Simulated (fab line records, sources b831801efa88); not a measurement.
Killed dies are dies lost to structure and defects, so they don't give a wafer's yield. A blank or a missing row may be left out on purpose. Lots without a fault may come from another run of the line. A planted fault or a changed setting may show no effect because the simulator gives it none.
A struck lot beside a sound one | flow gf180mcu | 14 steps out of a route of 602
Sound: wafers L892.2, L892.3, L892.5. Struck: wafers L886.1, L886.2, L886.5. The cause comes at the end.
At each step with rows: each side's tool, then ch and its chambers, then its first start. Under that, the readings that differ: sound wafers | struck wafers | difference of the means | sigmas: that difference in standard deviations of wafers without a fault.
alike: readings whose means differ by less than 2 such deviations, and words and numbers that are the same on both sides. not compared: withheld readings, readings that some wafer has no value for, bounds like >300 that may hide the same value, and numbers for which the record gives no deviation and whose values overlap.
The two part at a step that has a row with sigmas, a row that says differs or no value, or rows on one side only. Numbers that don't overlap but have no deviation are shown without sigmas and don't part them. A reading that every wafer of one side lacks parts them only if that side has two wafers or more.

first, 6 steps without rows for these wafers: GF_DNWELL_COAT_02 (resist thk 3000 nm); GF_DNWELL_SOFTBAKE_03; GF_DNWELL_EXPOSE_04 (exposes mask DNWELL, target cd 1700 nm); GF_DNWELL_PEB_05; GF_DNWELL_DEVELOP_06 (develop time 60 s); GF_DNWELL_IMPLANT_07.
GF_DNWELL_STRIP_08: strips in O2/N2.
  sound on plasma_asher-02 ch 0,1, day 6 02:17; struck on plasma_asher-01 ch 0,1, day 4 15:31
  alike: drypump_motor_current_A, heater_power_w, o2_flow_sccm, oes_product_au, strip_time_to_endpoint_s
  not compared: rf_hours_counter_h
GF_DNWELL_TW_MEAS_09:
  sound on film_metro-01, day 6 02:23; struck on film_metro-01, day 4 15:37
  alike: DNWELL_TW
then, 4 steps without rows for these wafers: GF_NWELL_DEHYDRATE_00 (time 60 s); GF_NWELL_HMDS_01 (prime time 60 s); GF_NWELL_COAT_02 (resist thk 3000 nm); GF_NWELL_SOFTBAKE_03.
GF_NWELL_EXPOSE_04: exposes mask Nwell, target cd 860 nm.
  sound on iline_stepper-02 ch 0, day 6 09:40; struck on iline_stepper-01, day 4 22:37
  no value came back on the struck wafers for exposure_dose_mJ_cm2, focus_offset_nm (nm), reticle_temp_C (C); on the sound wafers exposure_dose_mJ_cm2 reads 259.87 259.99 259.79
  alike: mask
then, 1 step without rows for these wafers: GF_NWELL_PEB_05.

WHERE THEY PART
Only at GF_NWELL_EXPOSE_04, within this record.

WHY: what the simulator had put in
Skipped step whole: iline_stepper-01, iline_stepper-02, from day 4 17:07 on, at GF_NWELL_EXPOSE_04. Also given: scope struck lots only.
